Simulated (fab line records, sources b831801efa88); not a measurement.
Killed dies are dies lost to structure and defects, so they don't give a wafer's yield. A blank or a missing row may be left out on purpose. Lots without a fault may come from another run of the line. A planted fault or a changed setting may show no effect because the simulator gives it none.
Tool commonality check | flow gf180mcu | 13 lots, 39 wafers sampled

WHY IT WAS OPENED
At GF_HV_LDD_TW_MEAS_38 the reading HV_LDD_3_TW is flagged on 2 of 13 lots. Wafers without a fault read 1438, standard deviation 12.
Rule: a lot is flagged when every wafer of it that has a number lies more than 4 standard deviations from that mean, or none has a number. The other lots count as sound.

lot  | measured     | on            | HV_LDD_3_TW, wafer by wafer | flag
L573 | day 11 17:10 | film_metro-03 | 1434 1435 1442              |
L574 | day 12 01:52 | film_metro-03 | 1428 1422 1426              |
L575 | day 12 11:37 | film_metro-02 | 1437 1445 1447              |
L576 | day 12 20:13 | film_metro-03 | 1423 1423 1426              |
L577 | day 12 23:43 | film_metro-02 | 1443 1447 1447              |
L578 | day 13 14:13 | film_metro-02 | 1457 1454 1451              |
L579 | day 13 19:30 | film_metro-03 | 1427 1423 1422              |
L588 | day 16 14:04 | film_metro-02 | 1526 1528 1523              | FLAGGED
L589 | day 16 20:19 | film_metro-01 | 1437 1439 1432              |
L590 | day 17 06:06 | film_metro-03 | 1495 1496 1502              | FLAGGED
L591 | day 17 12:31 | film_metro-01 | 1443 1446 1444              |
L593 | day 18 06:37 | film_metro-02 | 1446 1446 1445              |
L594 | day 18 11:52 | film_metro-03 | 1428 1416 1424              |
The numbers of the flagged lots are 1512 on average: +74 against the usual, or +6 standard deviations.

WHICH TOOL RAN EACH LOT
The record holds 1 process step before the reading, out of a route of 602 steps. In each cell: the tool, then ch and the chambers that the sampled wafers went through, then the start.
lot  | flag    | GF_HV_LDD_IMPLANT_34
L573 |         | implanter-04 ch 0, day 11 16:38
L574 |         | implanter-04 ch 0, day 12 01:19
L575 |         | implanter-02 ch 0, day 12 11:05
L576 |         | implanter-02 ch 0, day 12 19:40
L577 |         | implanter-02 ch 0, day 12 23:12
L578 |         | implanter-04 ch 0, day 13 13:40
L579 |         | implanter-02 ch 0, day 13 18:57
L588 | FLAGGED | implanter-02 ch 0, day 16 13:32
L589 |         | implanter-04 ch 0, day 16 19:46
L590 | FLAGGED | implanter-02 ch 0, day 17 05:33
L591 |         | implanter-04 ch 0, day 17 12:00
L593 |         | implanter-04 ch 0, day 18 06:05
L594 |         | implanter-04 ch 0, day 18 11:20
What these steps do:
- GF_HV_LDD_IMPLANT_34
- GF_HV_LDD_TW_MEAS_38

FLAGGED OVER TOTAL, TOOL BY TOOL (the gauges that took the reading come last)
step                 | tool          | lots run | flagged | share of the flagged lots | sound lots run after its first flagged lot
GF_HV_LDD_IMPLANT_34 | implanter-02  | 6        | 2       | all                       | 0
GF_HV_LDD_IMPLANT_34 | implanter-04  | 7        | 0       | none                      | -
GF_HV_LDD_TW_MEAS_38 | film_metro-01 | 2        | 0       | none                      | -
GF_HV_LDD_TW_MEAS_38 | film_metro-02 | 5        | 1       | some                      | 1 (L593)
GF_HV_LDD_TW_MEAS_38 | film_metro-03 | 6        | 1       | some                      | 1 (L594)

WHAT THE TABLE ALLOWS
1 row of the table ran every flagged lot: implanter-02 at GF_HV_LDD_IMPLANT_34.
- implanter-02 at GF_HV_LDD_IMPLANT_34: 2 of its 6 lots flagged. Its last sound lot is L579 (day 13 18:57), its first flagged lot L588 (day 16 13:32): a fault that began between those two fits. Its own readings lie more than 4 standard deviations out on every wafer of the flagged lots: dose_ions_cm2, faraday_current_uA.
One tool is left: implanter-02 at GF_HV_LDD_IMPLANT_34.

WHAT THE SIMULATOR HAD PUT IN
Process parameter drift: implanter-02, from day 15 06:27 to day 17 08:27, at GF_HV_LDD_IMPLANT_34. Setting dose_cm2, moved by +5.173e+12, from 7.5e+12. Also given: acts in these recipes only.
Lots struck among those shown: L588, L590. The rule above found the same.
